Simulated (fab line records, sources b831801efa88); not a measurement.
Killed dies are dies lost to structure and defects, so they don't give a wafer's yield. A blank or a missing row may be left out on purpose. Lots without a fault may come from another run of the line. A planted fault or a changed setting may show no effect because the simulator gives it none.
fab line records | flow gf180mcu
record lots=5 wafers=15 last_day=33
route steps=602 shown DUAL_GATE@150 POLY_GATE@157 HV_LDD@176
lots that met no fault: from a run of the same line without faults
start_h: hours from the record's first day to the start of the lot's first wafer shown | wait_h: hours since the lot's step before | " the same as in the row above | L1.1+2: a row that stands for several wafers | - no value, or no start given | * or withheld: withheld | < > ~ a bound
route shown NAME@n: a module of which the file shows steps, and the number in the route of the first | usual: mean/standard deviation of fault-free wafers | same: alike in all rows | chamber/n: place in a boat | sites: the reading at each site | _std_site: their standard deviation | _edge_site: outer sites' mean less inner sites' | radius_mm: how far each site lies from the wafer's centre | mask NAME#n: copy n | behind: the tool/chamber that last shaped the wafer | hold: why the lot was held/for how many hours/how that ended | device: the transistor (n, p or np) that didn't switch | end of line: the same wafers' tests at the end of the route | a step without rows: its recipe alone | killed: dies lost to structure and defects at the first sort, not the wafer's yield | map: a wafer's dies, x killed, . not, _ none there
set.NAME: the setting as run; set.NAME@STEP: as run at that earlier step | model.NAME: the simulator's own value behind a step, which no gauge read
lots at some steps of the route; a table a step, a row a wafer
services: from which hour (start_h, from the record's first day; less than 0 if before it) a tool's chamber was out of use, for how many hours, and why
## steps
# step GF_DUAL_GATE_PEB_09
# recipe temp_c=withheld time_s=* resist=NOVOLAK
# columns lot.wafer tool chamber start_h wait_h
L077.1+2+3 litho_track-03 0 - -
L081.4+5+6 litho_track-03 0 - -
L083.4+5+6 litho_track-04 0 - -
L086.1+2+4 litho_track-03 0 - -
L094.2+3+4 litho_track-04 0 - -
# step GF_DUAL_GATE_DEVELOP_10
# recipe develop_time_s=60 dev_temp_c=23
# columns lot.wafer tool chamber start_h wait_h
L077.1+2+3 litho_track-03 0 198.79 0.1
L081.4+5+6 litho_track-03 0 228.61 0.1
L083.4+5+6 litho_track-04 0 237.59 0.1
L086.1+2+4 litho_track-03 0 258.34 0.1
L094.2+3+4 litho_track-04 0 303.49 0.1
# step GF_DUAL_GATE_OVL_MEAS_11
# usual DUAL_GATE_OVL=0.9/1.1
# columns lot.wafer tool chamber start_h wait_h DUAL_GATE_OVL[nm]
L077.1 overlay-01 - 198.94 0.1 1.3
L077.2 " - " " -1.3
L077.3 " - " " 1.4
L081.4 overlay-02 - 228.71 0.1 1.3
L081.5 " - " " 0.5
L081.6 " - " " 1.7
L083.4 overlay-02 - 237.68 0.1 1.3
L083.5 " - " " 0.5
L083.6 " - " " 2.4
L086.1 overlay-02 - 258.49 0.1 2.7
L086.2 " - " " 2.7
L086.4 " - " " 0.9
L094.2 overlay-02 - 303.62 0.1 -1.9
L094.3 " - " " -1.9
L094.4 " - " " -0.3
# step GF_DUAL_GATE_WET_ETCH_12
# recipe chemistry=dHF target_depth_nm=13 dry=n2_spin target=SiO2 temp_c=25 dilution=100:1 time_s=260
# columns lot.wafer tool chamber start_h wait_h
L077.1+2+3 wet_bench-04 2 198.97 0.0
L081.4+5+6 wet_bench-01 3 228.72 0.0
L083.4+5+6 wet_bench-02 0 237.70 0.0
L086.1+2+4 wet_bench-04 1 258.52 0.0
L094.2+3+4 wet_bench-04 3 303.65 0.0
# step GF_DUAL_GATE_STRIP_13
# recipe chemistry=O2/N2 power_w=1400 pressure_mtorr=1500 platen_temp_c=250 o2_flow_sccm=3000 n2_flow_sccm=300 overash_fraction=0.5
# usual drypump_motor_current_A=5.90/0.13 heater_power_w=340/36 oes_product_au=0.716/0.0048 strip_time_to_endpoint_s=12.63/0.035
# columns lot.wafer tool chamber start_h wait_h drypump_motor_current_A heater_power_w oes_product_au rf_hours_counter_h strip_time_to_endpoint_s
L077.1 plasma_asher-02 1 199.06 0.0 5.89 286 0.713 55 12.63
L077.2 " 0 " " 5.97 394 0.714 55 12.67
L077.3 " 0 " " 5.96 379 0.717 - 12.62
L081.4 plasma_asher-02 0 228.84 0.0 5.92 393 0.710 - 12.60
L081.5 " 1 " " 5.88 292 0.716 - 12.62
L081.6 " 0 " " 5.94 395 0.713 - 12.59
L083.4 plasma_asher-03 0 237.81 0.0 6.10 331 0.718 - 12.63
L083.5 " 0 " " 6.11 329 0.727 - 12.61
L083.6 " 1 " " 5.86 355 0.717 - 12.65
L086.1 plasma_asher-02 1 258.61 0.0 5.92 281 0.719 62 12.67
L086.2 " 0 " " 5.96 392 0.717 62 12.69
L086.4 " 0 " " 5.95 395 0.714 - 12.64
L094.2 plasma_asher-04 0 303.73 0.0 5.86 359 0.714 67 12.61
L094.3 " 0 " " 5.85 364 0.707 - 12.59
L094.4 " 1 " " 5.66 336 0.709 - 12.62
# step GF_DUAL_GATE_CLEAN_14
# recipe chemistry=SC1/SC2 mix=1:4:20 temp_c=70 time_s=150 dry=n2_spin
# columns lot.wafer tool chamber start_h wait_h
L077.1+2+3 wet_bench-04 0 199.16 0.1
L081.4+5+6 wet_bench-04 3 228.91 0.0
L083.4+5+6 wet_bench-04 3 237.88 0.0
L086.1+2+4 wet_bench-01 0 258.71 0.1
L094.2+3+4 wet_bench-02 1 303.83 0.1
# step GF_DUAL_GATE_OXIDATION_15
# recipe temp_c=850 ambient=O2 stabilise_s=600 purge_s=300 target_thk_a=70.98 ox_time_s=1995
# usual ox_temp_c_max=853.8/0.79 spike_tc_lower_C=850.6/1
# columns lot.wafer tool chamber start_h wait_h ox_temp_c_max spike_tc_lower_C
L077.1 furnace-02 0 203.85 4.6 854.2 848.9
L077.2 " 0 " " 855.1 848.8
L077.3 " 0 " " 854.7 849.3
L081.4 furnace-01 0 232.28 3.3 853.9 850.9
L081.5 " 0 " " 853.3 850.6
L081.6 " 0 " " 854.2 849.0
L083.4 furnace-01 0 243.39 5.5 853.7 852.2
L083.5 " 0 " " 853.3 852.3
L083.6 " 0 " " 853.5 850.3
L086.1 furnace-01 0 264.18 5.4 854.1 850.6
L086.2 " 0 " " 853.4 850.2
L086.4 " 0 " " 854.6 849.7
L094.2 furnace-01 0 304.07 0.2 854.2 849.6
L094.3 " 0 " " 852.8 850.6
L094.4 " 0 " " 854.2 850.4
# step GF_POLY_GATE_CVD_00
# recipe material=poly-Si target_thk_nm=200 temp_c=620 time_s=1200 pressure_mtorr=200
# usual spike_tc_lower_C=619.1/1.2
# columns lot.wafer tool chamber start_h wait_h spike_tc_lower_C
L077.1 lpcvd-01 0 205.40 0.0 617.6
L077.2 " 0 " " 618.3
L077.3 " 0 " " 615.4
L081.4 lpcvd-02 0 233.83 0.0 620.8
L081.5 " 0 " " 621.0
L081.6 " 0 " " 619.9
L083.4 lpcvd-02 0 244.94 0.0 621.0
L083.5 " 0 " " 618.2
L083.6 " 0 " " 619.0
L086.1 lpcvd-02 1 265.74 0.0 618.7
L086.2 " 1 " " 619.1
L086.4 " 1 " " 618.1
L094.2 lpcvd-02 1 305.62 0.0 619.3
L094.3 " 1 " " 621.1
L094.4 " 1 " " 618.5
# step GF_POLY_GATE_THK_MEAS_01
# recipe reads=poly-Si_of_POLY_GATE_CVD_00
# usual POLY_GATE_CVD_00_THK=199.7/1.7
# columns lot.wafer tool chamber start_h wait_h POLY_GATE_CVD_00_THK[nm]
L077.1 film_metro-02 - 206.73 0.0 201.4
L077.2 " - " " 200.1
L077.3 " - " " 201.7
L081.4 film_metro-02 - 235.19 0.0 199.5
L081.5 " - " " 198.6
L081.6 " - " " 198.4
L083.4 film_metro-01 - 246.97 0.0 200.6
L083.5 " - " " 198.4
L083.6 " - " " 199.8
L086.1 film_metro-02 - 267.07 0.0 199.2
L086.2 " - " " 199.7
L086.4 " - " " 199.5
L094.2 film_metro-01 - 306.96 0.0 199.7
L094.3 " - " " 198.7
L094.4 " - " " 198.2
# step GF_POLY_GATE_DEHYDRATE_02
# recipe temp_c=200 time_s=60
# columns lot.wafer tool chamber start_h wait_h
L077.1+2+3 litho_track-03 0 214.39 7.6
L081.4+5+6 litho_track-01 0 243.27 8.1
L083.4+5+6 litho_track-03 0 254.91 7.9
L086.1+2+4 litho_track-01 0 274.70 7.6
L094.2+3+4 litho_track-04 0 316.24 9.3
# step GF_POLY_GATE_HMDS_03
# recipe prime_time_s=60 prime_temp_c=120
# columns lot.wafer tool chamber start_h wait_h
L077.1+2+3 litho_track-03 0 214.54 0.1
L081.4+5+6 litho_track-01 0 243.42 0.1
L083.4+5+6 litho_track-03 0 255.06 0.1
L086.1+2+4 litho_track-01 0 274.85 0.1
L094.2+3+4 litho_track-04 0 316.39 0.1
# step GF_POLY_GATE_COAT_04
# recipe resist=BARC temp_c=withheld time_s=withheld spin_rpm=withheld resist_thk_nm=withheld
# columns lot.wafer tool chamber start_h wait_h
L077.1+2+3 litho_track-03 0 214.69 0.1
L081.4+5+6 litho_track-01 0 243.57 0.1
L083.4+5+6 litho_track-03 0 255.21 0.1
L086.1+2+4 litho_track-01 0 275.00 0.1
L094.2+3+4 litho_track-04 0 316.54 0.1
# step GF_POLY_GATE_COAT_05
# recipe resist=KrF spin_rpm=withheld resist_thk_nm=700
# columns lot.wafer tool chamber start_h wait_h
L077.1+2+3 litho_track-03 0 - -
L081.4+5+6 litho_track-01 0 - -
L083.4+5+6 litho_track-03 0 - -
L086.1+2+4 litho_track-01 0 - -
L094.2+3+4 litho_track-04 0 - -
# step GF_POLY_GATE_SOFTBAKE_06
# recipe temp_c=130 time_s=60 resist=KrF
# columns lot.wafer tool chamber start_h wait_h
L077.1+2+3 litho_track-03 0 - -
L081.4+5+6 litho_track-01 0 - -
L083.4+5+6 litho_track-03 0 - -
L086.1+2+4 litho_track-01 0 - -
L094.2+3+4 litho_track-04 0 - -
# step GF_POLY_GATE_EXPOSE_07
# recipe mask_id=Poly2 target_cd_nm=280 na=0.68 source_shape=conventional sigma_outer=0.6 dose_mj=28
# usual focus_offset_nm=0.0/0.5 stage_vel_mm_s=500.10/0.26
# columns lot.wafer tool chamber start_h wait_h mask focus_offset_nm stage_vel_mm_s
L077.1 krf_scanner-01 0 - - Poly2#0 -0.4 500.25
L077.2 " 0 " " Poly2#0 0.2 500.68
L077.3 " 0 " " Poly2#0 0.7 500.60
L081.4 krf_scanner-01 0 - - Poly2#0 0.1 499.53
L081.5 " 0 " " Poly2#0 0.2 499.77
L081.6 " 0 " " Poly2#0 0.4 500.26
L083.4 krf_scanner-02 0 - - Poly2#0 -0.4 499.79
L083.5 " 0 " " Poly2#0 0.4 499.91
L083.6 " 0 " " Poly2#0 0.2 499.69
L086.1 krf_scanner-02 0 - - Poly2#0 -0.5 499.83
L086.2 " 0 " " Poly2#0 0.0 500.00
L086.4 " 0 " " Poly2#0 1.0 499.77
L094.2 krf_scanner-02 0 - - Poly2#0 0.4 500.17
L094.3 " 0 " " Poly2#0 0.1 499.92
L094.4 " 0 " " Poly2#0 -0.6 500.16
# step GF_POLY_GATE_PEB_08
# recipe peb_temp_c=135 peb_time_s=90 resist=KrF
# columns lot.wafer tool chamber start_h wait_h
L077.1+2+3 litho_track-03 0 - -
L081.4+5+6 litho_track-01 0 - -
L083.4+5+6 litho_track-03 0 - -
L086.1+2+4 litho_track-04 0 - -
L094.2+3+4 litho_track-04 0 - -
# step GF_POLY_GATE_DEVELOP_09
# recipe develop_time_s=60 resist=KrF dev_temp_c=21
# columns lot.wafer tool chamber start_h wait_h
L077.1+2+3 litho_track-03 0 223.39 0.2
L081.4+5+6 litho_track-01 0 252.42 0.1
L083.4+5+6 litho_track-03 0 263.56 0.1
L086.1+2+4 litho_track-04 0 283.91 0.2
L094.2+3+4 litho_track-04 0 326.99 0.2
# step GF_POLY_GATE_CD_MEAS_10
# recipe target_cd_nm=280
# usual cd_nm=280.0/1.2
# columns lot.wafer tool chamber start_h wait_h cd_nm
L077.1 cd_sem-02 - 223.54 0.1 281.3
L077.2 " - " " 280.7
L077.3 " - " " 283.6
L081.4 cd_sem-02 - 252.56 0.1 278.3
L081.5 " - " " 278.8
L081.6 " - " " 278.2
L083.4 cd_sem-01 - 263.70 0.1 279.9
L083.5 " - " " 280.3
L083.6 " - " " 280.3
L086.1 cd_sem-02 - 284.06 0.1 280.7
L086.2 " - " " 279.9
L086.4 " - " " 280.4
L094.2 cd_sem-01 - 327.13 0.1 280.8
L094.3 " - " " 278.8
L094.4 " - " " 279.2
# step GF_POLY_GATE_OVL_MEAS_11
# usual POLY_GATE_OVL=-5/5.6
# columns lot.wafer tool chamber start_h wait_h POLY_GATE_OVL[nm]
L077.1 overlay-02 - 223.66 0.1 0
L077.2 " - " " 2
L077.3 " - " " 1
L081.4 overlay-02 - 252.64 0.1 6
L081.5 " - " " 0
L081.6 " - " " 9
L083.4 overlay-01 - 263.77 0.1 -9
L083.5 " - " " -6
L083.6 " - " " -2
L086.1 overlay-01 - 284.18 0.1 0
L086.2 " - " " -7
L086.4 " - " " -4
L094.2 overlay-01 - 327.24 0.1 -8
L094.3 " - " " -7
L094.4 " - " " -7
# step GF_POLY_GATE_ETCH_12
# recipe chemistry=N2/H2 target_depth_a=withheld overetch_a=withheld time_s=withheld target=BARC ion_energy_ev=200 source_w=500 bias_w=100 pressure_mtorr=30 n2_flow_sccm=100 h2_flow_sccm=200
# usual drypump_motor_current_A=5.7/0.48 h2_flow_sccm=200.0/0.62 oes_product_au=0.736/0.0047 throttle_valve_pct=13.213/0.0087
# columns lot.wafer tool chamber start_h wait_h drypump_motor_current_A h2_flow_sccm oes_product_au throttle_valve_pct
L077.1 rie_diel-01 3 223.69 0.0 5.3 199.9 0.733 13.218
L077.2 " 0 " " 4.9 200.8 0.736 13.207
L077.3 " 1 " " 6.6 200.5 0.731 13.219
L081.4 rie_diel-03 0 252.65 0.0 5.5 199.7 0.736 13.205
L081.5 " 3 " " 5.6 200.1 0.745 13.226
L081.6 " 2 " " 6.1 200.0 0.742 13.212
L083.4 rie_diel-02 0 263.79 0.0 6.4 198.8 0.744 13.202
L083.5 " 3 " " 6.2 199.8 0.732 13.210
L083.6 " 0 " " 6.4 199.3 0.731 13.202
L086.1 rie_diel-02 1 284.22 0.0 5.4 199.9 0.738 13.226
L086.2 " 0 " " 6.3 198.9 0.739 13.201
L086.4 " 3 " " 6.2 200.3 0.732 13.212
L094.2 rie_diel-02 2 327.27 0.0 5.8 200.4 0.741 13.213
L094.3 " 3 " " 6.2 200.4 0.733 13.209
L094.4 " 0 " " 6.4 200.3 0.728 13.224
# step GF_POLY_GATE_ETCH_13
# recipe target=poly-Si target_depth_nm=198.5 stop_on=SiO2 over_etch_frac=0.403 chemistry=HBr/Cl2 icp_w=400 bias_w=100 pressure_mtorr=10 HBr_flow_sccm=150 Cl2_flow_sccm=50 time_s=69.6
# usual drypump_motor_current_A=5.8/0.59 oes_product_au=0.993/0.0063 throttle_valve_pct=33.685/0.0098
# columns lot.wafer tool chamber start_h wait_h drypump_motor_current_A oes_product_au rf_hours_counter_h throttle_valve_pct
L077.1 rie_si-02 0 223.74 - 6.6 1.000 0 33.686
L077.2 " 1 " " 6.4 0.997 2 33.667
L077.3 " 2 " " 5.0 0.996 123 33.707
L081.4 rie_si-02 2 252.70 - 5.0 0.995 0 33.685
L081.5 " 1 " " 6.4 0.985 - 33.690
L081.6 " 0 " " 6.6 0.998 - 33.694
L083.4 rie_si-02 1 263.84 - 6.4 0.997 2 33.687
L083.5 " 0 " " 6.6 0.998 - 33.680
L083.6 " 1 " " 6.4 0.995 - 33.687
L086.1 rie_si-01 1 284.27 - 5.7 0.989 18 33.673
L086.2 " 3 " " 5.1 0.984 1 33.683
L086.4 " 0 " " 5.3 0.980 77 33.699
L094.2 rie_si-02 2 327.32 - 5.0 1.002 1 33.677
L094.3 " 3 " " 5.4 0.983 88 33.671
L094.4 " 0 " " 6.6 0.992 1 33.685
# step GF_POLY_GATE_STRIP_14
# recipe chemistry=O2/N2 power_w=1400 pressure_mtorr=1500 platen_temp_c=250 o2_flow_sccm=3000 n2_flow_sccm=300 overash_fraction=0.5
# usual drypump_motor_current_A=5.81/0.11 heater_power_w=341/36 oes_product_au=0.504/0.0047
# columns lot.wafer tool chamber start_h wait_h drypump_motor_current_A heater_power_w oes_product_au rf_hours_counter_h
L077.1 plasma_asher-02 1 223.80 0.0 5.88 288 0.508 58
L077.2 " 0 " " 5.95 386 0.503 58
L077.3 " 0 " " 5.93 395 0.511 -
L081.4 plasma_asher-04 0 252.79 0.1 5.85 373 0.505 -
L081.5 " 0 " " 5.89 358 0.516 -
L081.6 " 1 " " 5.66 327 0.503 -
L083.4 plasma_asher-04 0 263.93 0.1 5.85 371 0.514 -
L083.5 " 1 " " 5.66 326 0.505 -
L083.6 " 0 " " 5.86 351 0.488 -
L086.1 plasma_asher-04 0 284.32 0.0 5.85 359 0.499 65
L086.2 " 1 " " 5.64 327 0.509 65
L086.4 " 0 " " 5.83 363 0.508 -
L094.2 plasma_asher-02 0 327.37 0.0 5.98 396 0.506 68
L094.3 " 0 " " 5.97 393 0.497 -
L094.4 " 1 " " 5.88 282 0.504 -
# step GF_POLY_GATE_CLEAN_15
# recipe chemistry=SC1/SC2 mix=1:4:20 temp_c=70 time_s=150 dry=n2_spin
# columns lot.wafer tool chamber start_h wait_h
L077.1+2+3 wet_bench-04 3 223.90 0.1
L081.4+5+6 wet_bench-02 1 252.94 0.1
L083.4+5+6 wet_bench-02 0 264.00 0.0
L086.1+2+4 wet_bench-02 2 284.42 0.1
L094.2+3+4 wet_bench-02 1 327.47 0.1
# step GF_POLY_GATE_OXIDATION_16
# recipe temp_c=850 ambient=O2 stabilise_s=600 purge_s=300 target_thk_a=40 ox_time_s=899
# usual ox_temp_c_max=854.1/0.87 spike_tc_lower_C=850.5/0.98
# columns lot.wafer tool chamber start_h wait_h ox_temp_c_max spike_tc_lower_C
L077.1 furnace-02 0 225.62 1.7 856.1 852.2
L077.2 " 0 " " 854.6 851.3
L077.3 " 0 " " 855.1 849.8
L081.4 furnace-01 0 268.36 15.4 854.2 851.8
L081.5 " 0 " " 855.4 849.6
L081.6 " 0 " " 853.6 849.9
L083.4 furnace-01 0 268.36 4.3 853.2 851.3
L083.5 " 0 " " 853.8 851.0
L083.6 " 0 " " 853.4 849.8
L086.1 furnace-01 0 284.77 0.3 854.1 851.4
L086.2 " 0 " " 852.3 851.0
L086.4 " 0 " " 853.3 850.5
L094.2 furnace-02 0 329.42 1.9 854.1 848.4
L094.3 " 0 " " 854.4 849.6
L094.4 " 0 " " 853.5 850.0
# step GF_POLY_GATE_THK_MEAS_17
# recipe reads=SiO2_of_POLY_GATE_OXIDATION_16
# usual POLY_GATE_OXIDATION_THK=3.97/0.082
# columns lot.wafer tool chamber start_h wait_h POLY_GATE_OXIDATION_THK[nm]
L077.1 film_metro-02 - 226.87 0.0 3.93
L077.2 " - " " 3.92
L077.3 " - " " 3.95
L081.4 film_metro-01 - 269.64 0.0 3.85
L081.5 " - " " 3.94
L081.6 " - " " 3.89
L083.4 film_metro-02 - 269.64 0.0 4.12
L083.5 " - " " 4.14
L083.6 " - " " 4.14
L086.1 film_metro-02 - 286.02 0.0 4.05
L086.2 " - " " 4.10
L086.4 " - " " 4.11
L094.2 film_metro-04 - 330.74 0.1 3.85
L094.3 " - " " 3.95
L094.4 " - " " 4.03
# step GF_POLY_GATE_CD_MEAS_18
# usual cd_nm=281.3/2.3
# columns lot.wafer tool chamber start_h wait_h cd_nm
L077.1 cd_sem-01 - 226.93 0.1 285.1
L077.2 " - " " 283.7
L077.3 " - " " 285.0
L081.4 cd_sem-01 - 269.76 0.1 282.7
L081.5 " - " " 283.3
L081.6 " - " " 280.4
L083.4 cd_sem-02 - 269.76 0.1 282.6
L083.5 " - " " 280.0
L083.6 " - " " 282.4
L086.1 cd_sem-02 - 286.08 0.1 281.0
L086.2 " - " " 283.3
L086.4 " - " " 281.2
L094.2 cd_sem-02 - 330.84 0.1 282.8
L094.3 " - " " 274.4
L094.4 " - " " 281.8
# step GF_HV_LDD_DEHYDRATE_00
# recipe temp_c=200 time_s=60
# columns lot.wafer tool chamber start_h wait_h
L077.1+2+3 litho_track-02 0 235.45 8.5
L083.4+5+6 litho_track-02 0 278.12 8.3
L081.4+5+6 litho_track-01 0 278.12 8.3
L086.1+2+4 litho_track-01 0 295.45 9.3
L094.2+3+4 litho_track-02 0 340.37 9.5
# step GF_HV_LDD_HMDS_01
# recipe prime_time_s=60 prime_temp_c=120
# columns lot.wafer tool chamber start_h wait_h
L077.1+2+3 litho_track-02 0 235.60 0.1
L083.4+5+6 litho_track-02 0 278.27 0.1
L081.4+5+6 litho_track-01 0 278.27 0.1
L086.1+2+4 litho_track-01 0 295.60 0.1
L094.2+3+4 litho_track-02 0 340.52 0.1
# step GF_HV_LDD_COAT_02
# recipe resist=NOVOLAK spin_rpm=3000 resist_thk_nm=1000
# columns lot.wafer tool chamber start_h wait_h
L077.1+2+3 litho_track-02 0 235.75 0.1
L083.4+5+6 litho_track-02 0 278.42 0.1
L081.4+5+6 litho_track-01 0 278.42 0.1
L086.1+2+4 litho_track-01 0 295.75 0.1
L094.2+3+4 litho_track-02 0 340.67 0.1
# step GF_HV_LDD_SOFTBAKE_03
# recipe temp_c=90 time_s=60 resist=NOVOLAK
# columns lot.wafer tool chamber start_h wait_h
L077.1+2+3 litho_track-02 0 235.90 0.1
L083.4+5+6 litho_track-02 0 278.57 0.1
L081.4+5+6 litho_track-01 0 278.57 0.1
L086.1+2+4 litho_track-01 0 295.90 0.1
L094.2+3+4 litho_track-02 0 340.82 0.1
# step GF_HV_LDD_EXPOSE_04
# recipe mask_id=Nplus_LV_AREA target_cd_nm=400 na=0.6 source_shape=conventional sigma_outer=0.6 dose_mj=140
# usual focus_offset_nm=0.0/0.52 stage_vel_mm_s=500.03/0.2
# columns lot.wafer tool chamber start_h wait_h mask focus_offset_nm stage_vel_mm_s
L077.1 iline_stepper-01 0 - - Nplus_LV_AREA#0 -0.2 500.19
L077.2 " 0 " " Nplus_LV_AREA#0 0.0 500.15
L077.3 " 0 " " Nplus_LV_AREA#0 0.1 499.95
L083.4 iline_stepper-01 0 - - Nplus_LV_AREA#0 0.5 499.88
L083.5 " 0 " " Nplus_LV_AREA#0 0.1 499.99
L083.6 " 0 " " Nplus_LV_AREA#0 -0.1 499.86
L081.4 iline_stepper-01 0 - - Nplus_LV_AREA#0 0.6 500.29
L081.5 " 0 " " Nplus_LV_AREA#0 0.3 499.49
L081.6 " 0 " " Nplus_LV_AREA#0 0.6 500.15
L086.1 iline_stepper-02 0 - - Nplus_LV_AREA#0 0.4 500.21
L086.2 " 0 " " Nplus_LV_AREA#0 0.5 499.98
L086.4 " 0 " " Nplus_LV_AREA#0 0.3 500.09
L094.2 iline_stepper-01 0 - - Nplus_LV_AREA#0 0.4 499.67
L094.3 " 0 " " Nplus_LV_AREA#0 0.0 500.00
L094.4 " 0 " " Nplus_LV_AREA#0 -0.1 499.88
# step GF_HV_LDD_PEB_05
# recipe temp_c=withheld time_s=* resist=NOVOLAK
# columns lot.wafer tool chamber start_h wait_h
L077.1+2+3 litho_track-02 0 - -
L083.4+5+6 litho_track-02 0 - -
L081.4+5+6 litho_track-02 0 - -
L086.1+2+4 litho_track-03 0 - -
L094.2+3+4 litho_track-01 0 - -
# step GF_HV_LDD_DEVELOP_06
# recipe develop_time_s=60 dev_temp_c=23
# columns lot.wafer tool chamber start_h wait_h
L077.1+2+3 litho_track-02 0 244.40 0.1
L083.4+5+6 litho_track-02 0 288.27 0.1
L081.4+5+6 litho_track-02 0 288.57 0.1
L086.1+2+4 litho_track-03 0 305.54 0.1
L094.2+3+4 litho_track-01 0 351.77 0.1
# step GF_HV_LDD_CD_MEAS_07
# recipe target_cd_nm=400
# usual cd_nm=400.3/2.3
# columns lot.wafer tool chamber start_h wait_h cd_nm
L077.1 cd_sem-01 - 244.55 0.1 403.1
L077.2 " - " " 404.3
L077.3 " - " " 399.3
L083.4 cd_sem-02 - 288.41 0.1 401.7
L083.5 " - " " 400.7
L083.6 " - " " 404.0
L081.4 cd_sem-01 - 288.71 0.1 403.4
L081.5 " - " " 402.4
L081.6 " - " " 402.1
L086.1 cd_sem-02 - 305.69 0.1 398.3
L086.2 " - " " 396.7
L086.4 " - " " 394.9
L094.2 cd_sem-02 - 351.92 0.1 398.5
L094.3 " - " " 398.0
L094.4 " - " " 397.9
# step GF_HV_LDD_OVL_MEAS_08
# usual HV_LDD_OVL=0.3/1.3
# columns lot.wafer tool chamber start_h wait_h HV_LDD_OVL[nm]
L077.1 overlay-02 - 244.67 0.1 3.8
L077.2 " - " " 0.6
L077.3 " - " " 1.2
L083.4 overlay-01 - 288.48 0.1 2.0
L083.5 " - " " 0.6
L083.6 " - " " 0.6
L081.4 overlay-02 - 288.78 0.1 1.2
L081.5 " - " " -0.9
L081.6 " - " " 0.0
L086.1 overlay-02 - 305.81 0.1 0.3
L086.2 " - " " 1.2
L086.4 " - " " -0.6
L094.2 overlay-01 - 352.02 0.1 1.0
L094.3 " - " " -0.8
L094.4 " - " " -0.1
# step GF_HV_LDD_IMPLANT_09
# recipe species=As energy_kev=40 dose_cm2=1e+14 tilt_deg=7
# columns lot.wafer tool chamber start_h wait_h
L077.1+2+3 implanter-04 0 244.70 0.0
L083.4+5+6 implanter-04 0 288.58 0.1
L081.4+5+6 implanter-02 0 288.88 0.1
L086.1+2+4 implanter-04 0 305.84 0.0
L094.2+3+4 implanter-02 0 352.08 0.0
# step GF_HV_LDD_STRIP_10
# recipe chemistry=O2/N2 power_w=1400 pressure_mtorr=1500 platen_temp_c=250 o2_flow_sccm=3000 n2_flow_sccm=300 overash_fraction=0.5
# usual drypump_motor_current_A=5.90/0.11 heater_power_w=340/41 oes_product_au=0.716/0.0048 strip_time_to_endpoint_s=12.65/0.037
# columns lot.wafer tool chamber start_h wait_h drypump_motor_current_A heater_power_w oes_product_au rf_hours_counter_h strip_time_to_endpoint_s
L077.1 plasma_asher-03 0 244.85 0.1 6.11 314 0.723 45 12.62
L077.2 " 1 " " 5.86 351 0.713 45 12.66
L077.3 " 1 " " 5.86 354 0.710 - 12.65
L083.4 plasma_asher-01 0 288.69 0.1 5.76 351 0.716 - 12.67
L083.5 " 0 " " 5.75 362 0.717 - 12.63
L083.6 " 1 " " 5.79 340 0.717 - 12.65
L081.4 plasma_asher-03 0 288.99 0.1 6.13 327 0.710 - 12.68
L081.5 " 1 " " 5.85 352 0.716 - 12.66
L081.6 " 0 " " 6.13 322 0.716 - 12.63
L086.1 plasma_asher-01 1 305.99 0.1 5.76 343 0.715 20 12.58
L086.2 " 0 " " 5.76 352 0.717 20 12.63
L086.4 " 1 " " 5.74 333 0.715 - 12.60
L094.2 plasma_asher-01 1 352.20 0.1 5.76 344 0.714 25 12.75
L094.3 " 0 " " 5.74 347 0.715 - 12.73
L094.4 " 1 " " 5.73 350 0.713 - 12.71
# step GF_HV_LDD_TW_MEAS_11
# usual HV_LDD_TW=2387/21
# columns lot.wafer tool chamber start_h wait_h HV_LDD_TW
L077.1 film_metro-01 - 244.95 0.1 2417
L077.2 " - " " 2418
L077.3 " - " " 2422
L083.4 film_metro-01 - 288.78 0.1 2384
L083.5 " - " " 2374
L083.6 " - " " 2368
L081.4 film_metro-02 - 289.08 0.1 2358
L081.5 " - " " 2356
L081.6 " - " " 2367
L086.1 film_metro-03 - 306.09 0.1 2398
L086.2 " - " " 2410
L086.4 " - " " 2406
L094.2 film_metro-02 - 352.31 0.1 2376
L094.3 " - " " 2370
L094.4 " - " " 2362
# step GF_HV_LDD_DEHYDRATE_12
# recipe temp_c=200 time_s=60
# columns lot.wafer tool chamber start_h wait_h
L077.1+2+3 litho_track-01 0 253.10 8.1
L083.4+5+6 litho_track-01 0 297.97 9.2
L081.4+5+6 litho_track-03 0 298.01 8.9
L086.1+2+4 litho_track-02 0 315.70 9.6
L094.2+3+4 litho_track-01 0 363.12 10.8
# step GF_HV_LDD_HMDS_13
# recipe prime_time_s=60 prime_temp_c=120
# columns lot.wafer tool chamber start_h wait_h
L077.1+2+3 litho_track-01 0 253.25 0.1
L083.4+5+6 litho_track-01 0 298.12 0.1
L081.4+5+6 litho_track-03 0 298.16 0.1
L086.1+2+4 litho_track-02 0 315.85 0.1
L094.2+3+4 litho_track-01 0 363.27 0.1
# step GF_HV_LDD_COAT_14
# recipe resist=NOVOLAK spin_rpm=3000 resist_thk_nm=1000
# columns lot.wafer tool chamber start_h wait_h
L077.1+2+3 litho_track-01 0 253.40 0.1
L083.4+5+6 litho_track-01 0 298.27 0.1
L081.4+5+6 litho_track-03 0 298.31 0.1
L086.1+2+4 litho_track-02 0 316.00 0.1
L094.2+3+4 litho_track-01 0 363.42 0.1
# step GF_HV_LDD_SOFTBAKE_15
# recipe temp_c=90 time_s=60 resist=NOVOLAK
# columns lot.wafer tool chamber start_h wait_h
L077.1+2+3 litho_track-01 0 253.55 0.1
L083.4+5+6 litho_track-01 0 298.42 0.1
L081.4+5+6 litho_track-03 0 298.46 0.1
L086.1+2+4 litho_track-02 0 316.15 0.1
L094.2+3+4 litho_track-01 0 363.57 0.1
## services
# columns tool chamber start_h hours kind
furnace-01 - 182.64 4.7 pm
furnace-01 - 187.31 26.8 pm
wet_bench-01 - 189.79 2.4 repair
krf_scanner-01 - 199.27 0.4 repair
rie_si-02 3 205.02 21.2 repair
krf_scanner-02 - 214.20 0.1 repair
furnace-02 - 215.06 3.9 pm
furnace-02 - 218.93 4.2 pm
furnace-02 - 226.87 49.9 pm
rie_diel-02 3 238.31 3.9 repair
krf_scanner-02 - 238.32 0.8 pm
implanter-04 - 239.04 1.6 repair
lpcvd-02 - 248.18 1.2 repair
furnace-01 - 253.32 3.8 pm
krf_scanner-02 - 258.73 1.0 pm
plasma_asher-02 - 265.43 1.2 repair
krf_scanner-02 - 273.34 1.3 pm
rie_si-02 3 298.09 3.1 repair
iline_stepper-01 - 315.46 1.7 pm
implanter-04 - 341.18 2.9 pm
lpcvd-02 - 349.75 0.7 repair
iline_stepper-01 - 350.36 11.5 repair
rie_diel-02 - 358.69 0.3 repair
implanter-04 - 362.96 3.5 repair
## key
fault none
